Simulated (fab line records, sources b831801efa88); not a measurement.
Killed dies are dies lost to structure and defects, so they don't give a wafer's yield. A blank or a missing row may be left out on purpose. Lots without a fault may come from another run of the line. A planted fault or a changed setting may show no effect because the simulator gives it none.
fab line records | flow sky130
record lots=5 wafers=15 last_day=50
route steps=708 shown LDD_LDN@289 SPACER@304 POLY_CUT@307
lots that met no fault: from a run of the same line without faults
start_h: hours from the record's first day to the start of the lot's first wafer shown | wait_h: hours since the lot's step before | " the same as in the row above | L1.1+2: a row that stands for several wafers | - no value, or no start given | * or withheld: withheld | < > ~ a bound
route shown NAME@n: a module of which the file shows steps, and the number in the route of the first | usual: mean/standard deviation of fault-free wafers | same: alike in all rows | chamber/n: place in a boat | sites: the reading at each site | _std_site: their standard deviation | _edge_site: outer sites' mean less inner sites' | radius_mm: how far each site lies from the wafer's centre | mask NAME#n: copy n | behind: the tool/chamber that last shaped the wafer | hold: why the lot was held/for how many hours/how that ended | device: the transistor (n, p or np) that didn't switch | end of line: the same wafers' tests at the end of the route | a step without rows: its recipe alone | killed: dies lost to structure and defects at the first sort, not the wafer's yield | map: a wafer's dies, x killed, . not, _ none there
set.NAME: the setting as run; set.NAME@STEP: as run at that earlier step | model.NAME: the simulator's own value behind a step, which no gauge read
lots at some steps of the route; a table a step, a row a wafer
services: from which hour (start_h, from the record's first day; less than 0 if before it) a tool's chamber was out of use, for how many hours, and why
## steps
# step SKY_LDD_LDN_DEHYDRATE_00
# recipe temp_c=200 time_s=60
# usual chill_plate_temp_C=22.98/0.11 exhaust_pa=44.8/0.84
# columns lot.wafer tool chamber start_h wait_h chill_plate_temp_C exhaust_pa
L075.1 litho_track-02 0 518.33 14.6 23.04 45.2
L075.3 " 0 " " 22.82 45.2
L075.5 " 0 " " 23.08 45.0
L078.2 litho_track-04 0 545.01 14.4 23.02 44.7
L078.3 " 0 " " 23.01 44.7
L078.5 " 0 " " 23.08 44.9
L079.1 litho_track-02 0 550.98 14.4 22.68 46.8
L079.4 " 0 " " 22.84 45.1
L079.5 " 0 " " 22.84 45.2
L085.1 litho_track-04 0 607.94 13.4 22.98 44.4
L085.5 " 0 " " 22.96 44.7
L085.6 " 0 " " 22.98 43.1
L096.2 litho_track-02 0 699.15 13.5 23.09 44.4
L096.3 " 0 " " 23.04 44.4
L096.5 " 0 " " 22.89 43.7
# step SKY_LDD_LDN_HMDS_01
# recipe prime_time_s=60 prime_temp_c=120
# usual chill_plate_temp_C=23.00/0.12 exhaust_pa=44.9/0.82
# columns lot.wafer tool chamber start_h wait_h chill_plate_temp_C exhaust_pa
L075.1 litho_track-02 0 518.48 0.1 22.99 45.0
L075.3 " 0 " " 23.11 42.8
L075.5 " 0 " " 22.86 45.4
L078.2 litho_track-04 0 545.16 0.1 23.16 45.3
L078.3 " 0 " " 22.99 44.6
L078.5 " 0 " " 22.88 45.4
L079.1 litho_track-02 0 551.13 0.1 22.90 45.5
L079.4 " 0 " " 22.79 44.9
L079.5 " 0 " " 22.87 44.5
L085.1 litho_track-04 0 608.09 0.1 22.91 45.3
L085.5 " 0 " " 23.07 45.6
L085.6 " 0 " " 23.04 45.9
L096.2 litho_track-02 0 699.30 0.1 23.04 44.4
L096.3 " 0 " " 22.96 45.3
L096.5 " 0 " " 23.03 44.7
# step SKY_LDD_LDN_COAT_02
# recipe resist=NOVOLAK spin_rpm=3000 resist_thk_nm=1140
# usual chill_plate_temp_C=22.99/0.11 exhaust_pa=45.2/0.92 spin_speed_rpm=2999.6/2.6
# columns lot.wafer tool chamber start_h wait_h chill_plate_temp_C exhaust_pa spin_speed_rpm
L075.1 litho_track-02 0 518.63 0.1 22.97 43.7 3003.2
L075.3 " 0 " " 23.00 44.6 2999.8
L075.5 " 0 " " 22.89 44.8 3002.8
L078.2 litho_track-04 0 545.31 0.1 23.04 45.2 3000.4
L078.3 " 0 " " 22.95 44.8 2998.2
L078.5 " 0 " " 22.90 45.2 2996.7
L079.1 litho_track-02 0 551.28 0.1 22.87 45.6 2996.8
L079.4 " 0 " " 22.86 45.7 3001.5
L079.5 " 0 " " 23.10 44.9 2999.9
L085.1 litho_track-04 0 608.24 0.1 22.97 43.9 2997.9
L085.5 " 0 " " 22.94 44.0 3000.3
L085.6 " 0 " " 22.81 44.3 3001.9
L096.2 litho_track-02 0 699.45 0.1 22.97 45.0 3002.1
L096.3 " 0 " " 22.96 45.6 3000.9
L096.5 " 0 " " 22.83 45.8 3001.3
# step SKY_LDD_LDN_SOFTBAKE_03
# recipe temp_c=90 time_s=60 resist=NOVOLAK
# usual chill_plate_temp_C=23.00/0.11 exhaust_pa=45.2/0.86
# columns lot.wafer tool chamber start_h wait_h chill_plate_temp_C exhaust_pa
L075.1 litho_track-02 0 518.78 0.1 23.00 47.2
L075.3 " 0 " " 23.06 46.3
L075.5 " 0 " " 22.83 46.6
L078.2 litho_track-04 0 545.46 0.1 23.08 44.0
L078.3 " 0 " " 22.91 45.6
L078.5 " 0 " " 23.01 45.2
L079.1 litho_track-02 0 551.43 0.1 23.00 45.9
L079.4 " 0 " " 23.03 45.0
L079.5 " 0 " " 22.95 45.2
L085.1 litho_track-04 0 608.39 0.1 23.04 45.0
L085.5 " 0 " " 23.03 44.1
L085.6 " 0 " " 23.29 44.3
L096.2 litho_track-02 0 699.60 0.1 23.13 44.6
L096.3 " 0 " " 23.00 45.3
L096.5 " 0 " " 23.06 45.6
# step SKY_LDD_LDN_EXPOSE_04
# recipe mask_id=LDNTM na=0.6 source_shape=conventional sigma_outer=0.6 polarization=unpolarized target_cd_nm=700 dose_mj=140
# columns lot.wafer tool chamber start_h wait_h mask
L075.1+3+5 iline_stepper-02 0 - - LDNTM#0
L078.2+3+5 iline_stepper-02 0 - - LDNTM#0
L079.1+4+5 iline_stepper-01 0 - - LDNTM#0
L085.1+5+6 iline_stepper-01 0 - - LDNTM#0
L096.2+3+5 iline_stepper-02 0 - - LDNTM#0
# step SKY_LDD_LDN_PEB_05
# recipe temp_c=withheld time_s=* resist=NOVOLAK
# usual chill_plate_temp_C=* exhaust_pa=45.2/0.89
# columns lot.wafer tool chamber start_h wait_h chill_plate_temp_C exhaust_pa
L075.1 litho_track-02 0 - - * 44.6
L075.3 " 0 " " * 45.2
L075.5 " 0 " " * 47.0
L078.2 litho_track-04 0 - - * 46.0
L078.3 " 0 " " * 45.3
L078.5 " 0 " " * 46.0
L079.1 litho_track-02 0 - - * 46.4
L079.4 " 0 " " * 46.2
L079.5 " 0 " " * 45.3
L085.1 litho_track-04 0 - - * 45.9
L085.5 " 0 " " * 45.7
L085.6 " 0 " " * 46.4
L096.2 litho_track-04 0 - - * 47.1
L096.3 " 0 " " * 46.0
L096.5 " 0 " " * 45.7
# step SKY_LDD_LDN_DEVELOP_06
# recipe resist=NOVOLAK developer=TMAH develop_time_s=60 dev_temp_c=23
# usual chill_plate_temp_C=23.01/0.12 exhaust_pa=45.0/0.84
# columns lot.wafer tool chamber start_h wait_h chill_plate_temp_C exhaust_pa
L075.1 litho_track-02 0 534.38 0.1 23.04 45.5
L075.3 " 0 " " 23.04 45.6
L075.5 " 0 " " 23.07 44.7
L078.2 litho_track-04 0 560.16 0.1 22.92 44.4
L078.3 " 0 " " 23.00 45.1
L078.5 " 0 " " 23.02 43.9
L079.1 litho_track-02 0 565.93 0.1 23.04 46.0
L079.4 " 0 " " 23.07 44.3
L079.5 " 0 " " 22.96 45.0
L085.1 litho_track-04 0 623.04 0.1 22.93 44.2
L085.5 " 0 " " 22.78 44.2
L085.6 " 0 " " 22.95 44.9
L096.2 litho_track-04 0 713.36 0.1 23.04 46.2
L096.3 " 0 " " 23.00 45.0
L096.5 " 0 " " 23.13 44.0
# step SKY_LDD_LDN_OVL_MEAS_07
# usual LDD_LDN_OVL=0.2/1.7
# columns lot.wafer tool chamber start_h wait_h LDD_LDN_OVL[nm]
L075.1 overlay-02 - 534.53 0.1 -0.2
L075.3 " - " " 0.2
L075.5 " - " " 0.6
L078.2 overlay-02 - 560.29 0.1 -2.0
L078.3 " - " " -1.1
L078.5 " - " " -0.3
L079.1 overlay-02 - 566.08 0.1 -2.3
L079.4 " - " " -1.7
L079.5 " - " " -2.7
L085.1 overlay-02 - 623.19 0.1 -2.9
L085.5 " - " " -1.6
L085.6 " - " " -0.7
L096.2 overlay-02 - 713.49 0.1 0.6
L096.3 " - " " 1.3
L096.5 " - " " 1.9
# step SKY_LDD_LDN_IMPLANT_08
# recipe species=As energy_kev=15 dose_cm2=1.25e+13 tilt_deg=withheld rotation_deg=23
# usual dose_ions_cm2=1.2498e+13/1.2e+10 rotation_deg=22.999/0.019
# same implant_ion_amu=75
# columns lot.wafer tool chamber start_h wait_h dose_ions_cm2 rotation_deg
L075.1 implanter-04 0 534.56 0.0 1.2513e+13 23.002
L075.3 " 0 " " 1.2517e+13 23.002
L075.5 " 0 " " 1.251e+13 23.000
L078.2 implanter-01 0 560.35 0.0 1.251e+13 23.021
L078.3 " 0 " " 1.2501e+13 22.988
L078.5 " 0 " " 1.2498e+13 22.995
L079.1 implanter-04 0 566.11 0.0 1.2483e+13 22.974
L079.4 " 0 " " 1.2486e+13 22.969
L079.5 " 0 " " 1.2492e+13 22.996
L085.1 implanter-03 0 623.22 0.0 1.2482e+13 22.995
L085.5 " 0 " " 1.249e+13 23.005
L085.6 " 0 " " 1.249e+13 23.009
L096.2 implanter-01 0 713.55 0.0 1.2506e+13 23.017
L096.3 " 0 " " 1.2491e+13 23.013
L096.5 " 0 " " 1.2481e+13 23.051
# step SKY_LDD_LDN_IMPLANT_09
# recipe species=As energy_kev=15 dose_cm2=1.25e+13 tilt_deg=withheld rotation_deg=113
# usual dose_ions_cm2=1.2502e+13/1.4e+10 rotation_deg=113.00/0.029
# same implant_ion_amu=75
# columns lot.wafer tool chamber start_h wait_h dose_ions_cm2 rotation_deg
L075.1 implanter-04 0 534.71 0.1 1.2517e+13 112.96
L075.3 " 0 " " 1.2476e+13 112.91
L075.5 " 0 " " 1.2507e+13 113.00
L078.2 implanter-01 0 560.50 0.1 1.2486e+13 113.00
L078.3 " 0 " " 1.2494e+13 113.00
L078.5 " 0 " " 1.2504e+13 113.00
L079.1 implanter-04 0 566.26 0.1 1.2501e+13 113.01
L079.4 " 0 " " 1.2502e+13 113.01
L079.5 " 0 " " 1.2511e+13 113.01
L085.1 implanter-03 0 623.37 0.1 1.2496e+13 113.00
L085.5 " 0 " " 1.2453e+13 112.98
L085.6 " 0 " " 1.249e+13 113.00
L096.2 implanter-01 0 713.70 0.1 1.25e+13 113.00
L096.3 " 0 " " 1.249e+13 112.97
L096.5 " 0 " " 1.2496e+13 113.02
# step SKY_LDD_LDN_IMPLANT_10
# recipe species=As energy_kev=15 dose_cm2=1.25e+13 tilt_deg=withheld rotation_deg=203
# usual dose_ions_cm2=1.25e+13/1.3e+10 rotation_deg=202.99/0.045
# same implant_ion_amu=75
# columns lot.wafer tool chamber start_h wait_h dose_ions_cm2 rotation_deg
L075.1 implanter-04 0 534.86 0.1 1.2487e+13 202.95
L075.3 " 0 " " 1.2495e+13 202.99
L075.5 " 0 " " 1.2492e+13 202.96
L078.2 implanter-01 0 560.65 0.1 1.2514e+13 203.00
L078.3 " 0 " " 1.2513e+13 202.98
L078.5 " 0 " " 1.2514e+13 202.98
L079.1 implanter-04 0 566.41 0.1 1.2499e+13 203.00
L079.4 " 0 " " 1.2502e+13 202.99
L079.5 " 0 " " 1.2504e+13 203.05
L085.1 implanter-03 0 623.52 0.1 1.2502e+13 203.07
L085.5 " 0 " " 1.2504e+13 202.92
L085.6 " 0 " " 1.2496e+13 202.98
L096.2 implanter-01 0 713.85 0.1 1.2498e+13 202.97
L096.3 " 0 " " 1.2491e+13 203.00
L096.5 " 0 " " 1.2525e+13 203.02
# step SKY_LDD_LDN_IMPLANT_11
# recipe species=As energy_kev=15 dose_cm2=1.25e+13 tilt_deg=withheld rotation_deg=293
# usual dose_ions_cm2=1.25e+13/1.2e+10 rotation_deg=293.01/0.06
# same implant_ion_amu=75
# columns lot.wafer tool chamber start_h wait_h dose_ions_cm2 rotation_deg
L075.1 implanter-04 0 535.01 0.1 1.2501e+13 293.02
L075.3 " 0 " " 1.2504e+13 292.93
L075.5 " 0 " " 1.2491e+13 293.03
L078.2 implanter-01 0 560.80 0.1 1.2488e+13 292.98
L078.3 " 0 " " 1.2496e+13 292.99
L078.5 " 0 " " 1.2477e+13 293.01
L079.1 implanter-04 0 566.56 0.1 1.2512e+13 292.91
L079.4 " 0 " " 1.2505e+13 292.98
L079.5 " 0 " " 1.2511e+13 293.05
L085.1 implanter-03 0 623.67 0.1 1.2494e+13 293.07
L085.5 " 0 " " 1.2483e+13 293.01
L085.6 " 0 " " 1.2506e+13 292.94
L096.2 implanter-01 0 714.00 0.1 1.2507e+13 292.99
L096.3 " 0 " " 1.2499e+13 293.04
L096.5 " 0 " " 1.2494e+13 292.95
# step SKY_LDD_LDN_STRIP_12
# recipe chemistry=O2/N2 power_w=1400 pressure_mtorr=1500 platen_temp_c=withheld o2_flow_sccm=3000 n2_flow_sccm=300 overash_fraction=0.5
# usual chamber_pressure_mTorr=1500.1/2.7 drypump_motor_current_A=5.95/0.25 oes_product_au=0.716/0.0046 strip_time_to_endpoint_s=14.18/0.039
# columns lot.wafer tool chamber start_h wait_h chamber_pressure_mTorr drypump_motor_current_A oes_product_au rf_hours_counter_h strip_time_to_endpoint_s
L075.1 plasma_asher-04 0 535.16 0.1 1500.1 6.22 0.707 70 14.21
L075.3 " 0 " " 1500.4 6.20 0.719 - 14.16
L075.5 " 1 " " 1502.3 6.08 0.712 - 14.17
L078.2 plasma_asher-04 1 560.92 0.1 1498.5 6.09 0.716 72 14.18
L078.3 " 0 " " 1500.9 6.19 0.714 - 14.19
L078.5 " 1 " " 1501.9 6.11 0.719 - 14.19
L079.1 plasma_asher-04 1 566.71 0.1 1498.3 6.10 0.715 73 14.14
L079.4 " 0 " " 1500.6 6.24 0.715 - 14.13
L079.5 " 0 " " 1500.5 6.22 0.717 - 14.13
L085.1 plasma_asher-04 0 623.82 0.1 1498.9 6.22 0.712 77 14.18
L085.5 " 1 " " 1498.9 6.06 0.718 - 14.08
L085.6 " 0 " " 1501.9 6.23 0.720 - 14.08
L096.2 plasma_asher-02 1 714.12 0.1 1500.9 5.69 0.715 107 14.16
L096.3 " 0 " " 1498.5 6.11 0.717 - 14.17
L096.5 " 0 " " 1500.7 6.09 0.715 - 14.19
# step SKY_LDD_LDN_TW_MEAS_13
# usual LDD_LDN_TW=1484/18
# columns lot.wafer tool chamber start_h wait_h LDD_LDN_TW
L075.1 film_metro-03 - 535.26 0.1 1482
L075.3 " - " " 1481
L075.5 " - " " 1479
L078.2 film_metro-02 - 561.03 0.1 1497
L078.3 " - " " 1489
L078.5 " - " " 1496
L079.1 film_metro-02 - 566.83 0.1 1500
L079.4 " - " " 1492
L079.5 " - " " 1497
L085.1 film_metro-03 - 623.92 0.1 1492
L085.5 " - " " 1497
L085.6 " - " " 1496
L096.2 film_metro-02 - 714.23 0.1 1503
L096.3 " - " " 1505
L096.5 " - " " 1497
# step SKY_LDD_LDN_CLEAN_14
# recipe chemistry=SC1/SC2 mix=1:4:20 temp_c=70 time_s=150 dry=n2_spin
# columns lot.wafer tool chamber start_h wait_h
L075.1+3+5 wet_bench-04 3 535.32 0.1
L078.2+3+5 wet_bench-04 1 561.08 0.0
L079.1+4+5 wet_bench-04 1 566.89 0.1
L085.1+5+6 wet_bench-03 2 623.98 0.1
L096.2+3+5 wet_bench-02 3 714.28 0.0
# step SKY_SPACER_CVD_00
# recipe material=Si3N4 precursor=DCS/NH3 target_thk_nm=43.1 temp_c=770 time_s=740 pressure_mtorr=250
# usual zone_power_centre_pct=14.0/0.52
# columns lot.wafer tool chamber start_h wait_h zone_power_centre_pct
L075.1 lpcvd-02 1 536.62 1.2 14.6
L075.3 " 1 " " 14.5
L075.5 " 1 " " 14.3
L078.2 lpcvd-02 1 561.18 0.0 14.4
L078.3 " 1 " " 14.4
L078.5 " 1 " " 14.5
L079.1 lpcvd-02 1 566.99 0.0 14.7
L079.4 " 1 " " 14.6
L079.5 " 1 " " 14.6
L085.1 lpcvd-02 0 624.04 0.0 13.5
L085.5 " 0 " " 13.6
L085.6 " 0 " " 13.5
L096.2 lpcvd-02 0 714.34 0.0 13.3
L096.3 " 0 " " 13.4
L096.5 " 0 " " 13.5
# step SKY_SPACER_THK_MEAS_01
# recipe reads=Si3N4_of_SPACER_CVD_00
# usual SPACER_CVD_00_THK=43.1/0.4
# columns lot.wafer tool chamber start_h wait_h SPACER_CVD_00_THK[nm]
L075.1 film_metro-01 - 537.82 0.0 43.9
L075.3 " - " " 43.6
L075.5 " - " " 43.5
L078.2 film_metro-01 - 562.40 0.0 43.2
L078.3 " - " " 43.0
L078.5 " - " " 42.9
L079.1 film_metro-01 - 568.20 0.0 43.5
L079.4 " - " " 43.8
L079.5 " - " " 43.5
L085.1 film_metro-04 - 625.24 0.0 43.3
L085.5 " - " " 43.3
L085.6 " - " " 43.1
L096.2 film_metro-01 - 715.55 0.0 42.7
L096.3 " - " " 42.9
L096.5 " - " " 42.9
# step SKY_SPACER_ETCHBACK_02
# recipe chemistry=CH3F/O2 target=Si3N4 stop_on=SiO2 source_w=400 bias_w=80 pressure_mtorr=25 ch3f_flow_sccm=40 O2_flow_sccm=30 time_s=46.7 target_depth_a=450
# usual chamber_pressure_mTorr=24.999/0.025 drypump_motor_current_A=5.8/0.46 oes_product_au=0.854/0.0062 throttle_valve_pct=10.562/0.0087
# columns lot.wafer tool chamber start_h wait_h chamber_pressure_mTorr drypump_motor_current_A oes_product_au rf_hours_counter_h throttle_valve_pct
L075.1 rie_diel-02 3 537.88 0.1 24.992 5.8 0.861 2 10.566
L075.3 " 2 " " 25.013 6.1 0.860 6 10.560
L075.5 " 1 " " 25.013 6.4 0.867 - 10.570
L078.2 rie_diel-02 1 562.45 0.0 24.984 6.4 0.857 50 10.555
L078.3 " 0 " " 25.003 6.1 0.859 3 10.558
L078.5 " 3 " " 25.024 5.8 0.850 - 10.565
L079.1 rie_diel-02 1 568.26 0.1 25.014 6.4 0.855 50 10.549
L079.4 " 0 " " 24.991 6.1 0.867 3 10.562
L079.5 " 0 " " 25.007 6.1 0.856 - 10.559
L085.1 rie_diel-04 1 625.30 0.1 25.010 6.1 0.857 10 10.574
L085.5 " 3 " " 24.972 5.6 0.856 - 10.564
L085.6 " 0 " " 24.970 6.0 0.855 - 10.556
L096.2 rie_diel-04 0 715.60 0.0 25.042 6.0 0.848 16 10.549
L096.3 " 1 " " 24.983 6.1 0.862 13 10.564
L096.5 " 2 " " 25.020 5.6 0.852 - 10.566
# step SKY_POLY_CUT_DEHYDRATE_00
# recipe temp_c=200 time_s=60
# usual chill_plate_temp_C=23.00/0.1 exhaust_pa=45.2/0.92
# columns lot.wafer tool chamber start_h wait_h chill_plate_temp_C exhaust_pa
L075.1 litho_track-02 0 552.53 14.6 23.07 45.1
L075.3 " 0 " " 23.14 44.5
L075.5 " 0 " " 23.17 43.5
L078.2 litho_track-01 0 576.22 13.7 23.03 45.2
L078.3 " 0 " " 23.05 45.2
L078.5 " 0 " " 23.08 45.1
L079.1 litho_track-02 0 582.38 14.1 23.12 45.7
L079.4 " 0 " " 22.98 45.8
L079.5 " 0 " " 23.00 46.5
L085.1 litho_track-01 0 638.74 13.4 23.03 46.8
L085.5 " 0 " " 23.12 45.1
L085.6 " 0 " " 22.99 46.2
L096.2 litho_track-02 0 728.85 13.2 22.93 45.6
L096.3 " 0 " " 23.13 45.5
L096.5 " 0 " " 23.06 45.0
# step SKY_POLY_CUT_HMDS_01
# recipe prime_time_s=60 prime_temp_c=120
# usual chill_plate_temp_C=22.99/0.1 exhaust_pa=44.8/0.86
# columns lot.wafer tool chamber start_h wait_h chill_plate_temp_C exhaust_pa
L075.1 litho_track-02 0 552.68 0.1 22.90 44.8
L075.3 " 0 " " 22.86 45.9
L075.5 " 0 " " 22.99 44.8
L078.2 litho_track-01 0 576.37 0.1 23.08 46.4
L078.3 " 0 " " 23.03 45.2
L078.5 " 0 " " 23.12 44.8
L079.1 litho_track-02 0 582.53 0.1 23.23 46.1
L079.4 " 0 " " 23.08 46.7
L079.5 " 0 " " 22.99 45.4
L085.1 litho_track-01 0 638.89 0.1 22.85 43.8
L085.5 " 0 " " 22.80 45.1
L085.6 " 0 " " 22.86 44.3
L096.2 litho_track-02 0 729.00 0.1 23.14 44.9
L096.3 " 0 " " 23.01 45.3
L096.5 " 0 " " 22.94 44.9
# step SKY_POLY_CUT_COAT_02
# recipe resist=BARC temp_c=withheld time_s=withheld spin_rpm=3000 resist_thk_nm=60
# usual chill_plate_temp_C=* exhaust_pa=44.8/0.85 spin_speed_rpm=3000.2/2.3
# columns lot.wafer tool chamber start_h wait_h chill_plate_temp_C exhaust_pa spin_speed_rpm
L075.1 litho_track-02 0 552.83 0.1 * 44.8 3000.9
L075.3 " 0 " " * 43.7 3001.7
L075.5 " 0 " " * 45.2 2999.9
L078.2 litho_track-01 0 576.52 0.1 * 43.7 2996.5
L078.3 " 0 " " * 43.5 2998.7
L078.5 " 0 " " * 44.1 2999.1
L079.1 litho_track-02 0 582.68 0.1 * 45.3 3000.7
L079.4 " 0 " " * 45.3 3001.0
L079.5 " 0 " " * 45.5 3001.0
L085.1 litho_track-01 0 639.04 0.1 * 44.1 3001.1
L085.5 " 0 " " * 44.8 3001.8
L085.6 " 0 " " * 46.1 3002.4
L096.2 litho_track-02 0 729.15 0.1 * 44.4 2998.0
L096.3 " 0 " " * 44.9 3004.6
L096.5 " 0 " " * 44.7 2995.6
# step SKY_POLY_CUT_COAT_03
# recipe resist=KrF-thick spin_rpm=3000 resist_thk_nm=450
# usual chill_plate_temp_C=22.98/0.097 exhaust_pa=45.0/0.94 spin_speed_rpm=3000.3/2.5
# columns lot.wafer tool chamber start_h wait_h chill_plate_temp_C exhaust_pa spin_speed_rpm
L075.1 litho_track-02 0 - - 23.01 46.0 2997.2
L075.3 " 0 " " 23.07 44.3 3005.2
L075.5 " 0 " " 23.04 44.2 2997.2
L078.2 litho_track-01 0 - - 22.87 44.4 2998.7
L078.3 " 0 " " 23.05 44.7 2997.1
L078.5 " 0 " " 22.92 44.0 2998.1
L079.1 litho_track-02 0 - - 22.90 44.2 2996.9
L079.4 " 0 " " 22.94 46.2 3000.4
L079.5 " 0 " " 22.89 45.3 2998.9
L085.1 litho_track-01 0 - - 22.85 45.1 2999.9
L085.5 " 0 " " 22.98 45.3 3000.4
L085.6 " 0 " " 22.94 43.8 2996.3
L096.2 litho_track-02 0 - - 22.94 44.5 3002.5
L096.3 " 0 " " 23.10 44.9 3002.3
L096.5 " 0 " " 23.03 45.4 3003.7
# step SKY_POLY_CUT_SOFTBAKE_04
# recipe temp_c=100 time_s=90 resist=KrF-thick
# usual chill_plate_temp_C=22.98/0.11 exhaust_pa=45.0/0.9
# columns lot.wafer tool chamber start_h wait_h chill_plate_temp_C exhaust_pa
L075.1 litho_track-02 0 - - 23.07 44.3
L075.3 " 0 " " 23.04 45.9
L075.5 " 0 " " 23.04 45.1
L078.2 litho_track-01 0 - - 22.99 45.9
L078.3 " 0 " " 22.90 44.2
L078.5 " 0 " " 23.03 44.2
L079.1 litho_track-02 0 - - 23.00 45.7
L079.4 " 0 " " 22.86 46.5
L079.5 " 0 " " 22.87 46.3
L085.1 litho_track-01 0 - - 22.91 45.1
L085.5 " 0 " " 23.08 46.0
L085.6 " 0 " " 22.76 45.6
L096.2 litho_track-02 0 - - 22.95 43.4
L096.3 " 0 " " 22.77 44.0
L096.5 " 0 " " 22.92 43.8
# step SKY_POLY_CUT_EXPOSE_05
# recipe mask_id=NPCM na=0.8 source_shape=annular sigma_inner=0.55 sigma_outer=0.85 target_cd_nm=270 dose_mj=32
# same sigma_inner=0.55
# columns lot.wafer tool chamber start_h wait_h mask
L075.1+3+5 krf_scanner-01 0 - - NPCM#0
L078.2+3+5 krf_scanner-02 0 - - NPCM#0
L079.1+4+5 krf_scanner-02 0 - - NPCM#0
L085.1+5+6 krf_scanner-01 0 - - NPCM#0
L096.2+3+5 krf_scanner-02 0 - - NPCM#0
# step SKY_POLY_CUT_PEB_06
# recipe peb_temp_c=withheld peb_time_s=withheld resist=KrF-thick
# usual chill_plate_temp_C=* exhaust_pa=45.1/0.84
# columns lot.wafer tool chamber start_h wait_h chill_plate_temp_C exhaust_pa
L075.1 litho_track-02 0 - - * 44.6
L075.3 " 0 " " * 45.5
L075.5 " 0 " " * 44.2
L078.2 litho_track-03 0 - - * 44.7
L078.3 " 0 " " * 44.9
L078.5 " 0 " " * 44.4
L079.1 litho_track-02 0 - - * 45.1
L079.4 " 0 " " * 45.3
L079.5 " 0 " " * 45.4
L085.1 litho_track-01 0 - - * 44.5
L085.5 " 0 " " * 45.1
L085.6 " 0 " " * 45.1
L096.2 litho_track-02 0 - - * 46.1
L096.3 " 0 " " * 44.8
L096.5 " 0 " " * 45.0
# step SKY_POLY_CUT_DEVELOP_07
# recipe develop_time_s=60 resist=KrF-thick dev_temp_c=21
# usual chill_plate_temp_C=22.98/0.094 exhaust_pa=45.1/0.74
# columns lot.wafer tool chamber start_h wait_h chill_plate_temp_C exhaust_pa
L075.1 litho_track-02 0 - - 22.94 45.0
L075.3 " 0 " " 22.83 45.8
L075.5 " 0 " " 22.94 45.1
L078.2 litho_track-03 0 - - 22.92 46.8
L078.3 " 0 " " 22.90 45.7
L078.5 " 0 " " 23.07 46.0
L079.1 litho_track-02 0 - - 23.03 44.2
L079.4 " 0 " " 22.80 44.4
L079.5 " 0 " " 23.11 44.8
L085.1 litho_track-01 0 - - 22.89 45.5
L085.5 " 0 " " 22.98 45.3
L085.6 " 0 " " 22.86 45.0
L096.2 litho_track-02 0 - - 23.02 45.0
L096.3 " 0 " " 22.94 43.7
L096.5 " 0 " " 23.03 45.0
# step SKY_POLY_CUT_CD_MEAS_08
# recipe target_cd_nm=270
# usual cd_nm=270.0/1.2
# columns lot.wafer tool chamber start_h wait_h cd_nm
L075.1 cd_sem-01 - 567.98 - 268.6
L075.3 " - " " 268.8
L075.5 " - " " 270.4
L078.2 cd_sem-01 - 591.44 - 270.4
L078.3 " - " " 269.3
L078.5 " - " " 270.2
L079.1 cd_sem-01 - 597.83 - 272.6
L079.4 " - " " 272.2
L079.5 " - " " 271.0
L085.1 cd_sem-01 - 653.79 - 270.3
L085.5 " - " " 271.2
L085.6 " - " " 269.7
L096.2 cd_sem-02 - 743.35 - 271.7
L096.3 " - " " 271.5
L096.5 " - " " 270.1
# step SKY_POLY_CUT_OVL_MEAS_09
# usual POLY_CUT_OVL=3/5.9
# columns lot.wafer tool chamber start_h wait_h POLY_CUT_OVL[nm]
L075.1 overlay-02 - 568.10 0.1 -1
L075.3 " - " " 1
L075.5 " - " " 2
L078.2 overlay-02 - 591.55 0.1 10
L078.3 " - " " 6
L078.5 " - " " -1
L079.1 overlay-02 - 597.95 0.1 16
L079.4 " - " " 13
L079.5 " - " " 16
L085.1 overlay-01 - 653.91 0.1 8
L085.5 " - " " -3
L085.6 " - " " 2
L096.2 overlay-02 - 743.45 0.1 6
L096.3 " - " " 8
L096.5 " - " " 9
# step SKY_POLY_CUT_ETCH_10
# recipe chemistry=N2/H2 target=BARC ion_energy_ev=200 source_w=500 bias_w=100 pressure_mtorr=30 n2_flow_sccm=100 h2_flow_sccm=200 stop_on=SiO2 time_s=45.9 target_depth_a=600
# usual chamber_pressure_mTorr=30.000/0.028 drypump_motor_current_A=5.93/0.28 oes_product_au=0.854/0.0051 throttle_valve_pct=13.225/0.009
# columns lot.wafer tool chamber start_h wait_h chamber_pressure_mTorr drypump_motor_current_A oes_product_au rf_hours_counter_h throttle_valve_pct
L075.1 rie_diel-04 2 568.13 0.0 29.975 5.66 0.865 0 13.220
L075.3 " 0 " " 29.994 6.03 0.863 12 13.225
L075.5 " 0 " " 30.009 6.03 0.853 - 13.221
L078.2 rie_diel-01 0 591.58 0.0 30.026 5.55 0.850 8 13.224
L078.3 " 2 " " 29.984 6.33 0.853 6 13.233
L078.5 " 0 " " 30.009 5.57 0.850 - 13.239
L079.1 rie_diel-02 0 597.98 0.0 30.018 6.11 0.860 3 13.213
L079.4 " 0 " " 30.027 6.08 0.862 - 13.230
L079.5 " 2 " " 30.017 6.10 0.862 - 13.216
L085.1 rie_diel-04 1 653.95 0.0 29.998 6.16 0.851 11 13.243
L085.5 " 2 " " 30.012 5.66 0.850 - 13.233
L085.6 " 1 " " 30.026 6.14 0.858 - 13.227
L096.2 rie_diel-04 3 743.48 0.0 29.986 5.60 0.857 9 13.210
L096.3 " 2 " " 29.964 5.66 0.855 4 13.224
L096.5 " 2 " " 30.039 5.68 0.850 - 13.237
## services
# columns tool chamber start_h hours kind
implanter-01 - 496.12 3.8 pm
rie_diel-04 0 502.96 10.9 repair
rie_diel-02 0 503.23 2.9 repair
implanter-01 - 507.84 4.2 repair
implanter-03 - 514.83 5.6 repair
plasma_asher-04 - 524.79 1.2 repair
rie_diel-04 0 528.14 1.3 repair
implanter-03 - 561.66 7.6 pm
rie_diel-04 3 562.76 4.3 repair
plasma_asher-04 - 568.65 16.2 repair
rie_diel-02 1 594.00 4.7 repair
rie_diel-04 0 598.62 5.3 repair
implanter-03 - 600.14 1.3 repair
rie_diel-04 - 606.03 0.2 repair
implanter-04 - 618.42 1.5 repair
rie_diel-04 2 619.91 6.7 repair
implanter-01 - 622.84 2.6 repair
rie_diel-04 3 650.38 5.3 repair
rie_diel-02 0 671.90 9.3 repair
rie_diel-02 - 695.47 0.6 repair
rie_diel-02 1 698.14 7.8 repair
rie_diel-02 3 703.94 2.4 repair
implanter-01 - 707.79 1.9 repair
implanter-01 - 717.57 4.2 repair
## key
fault none
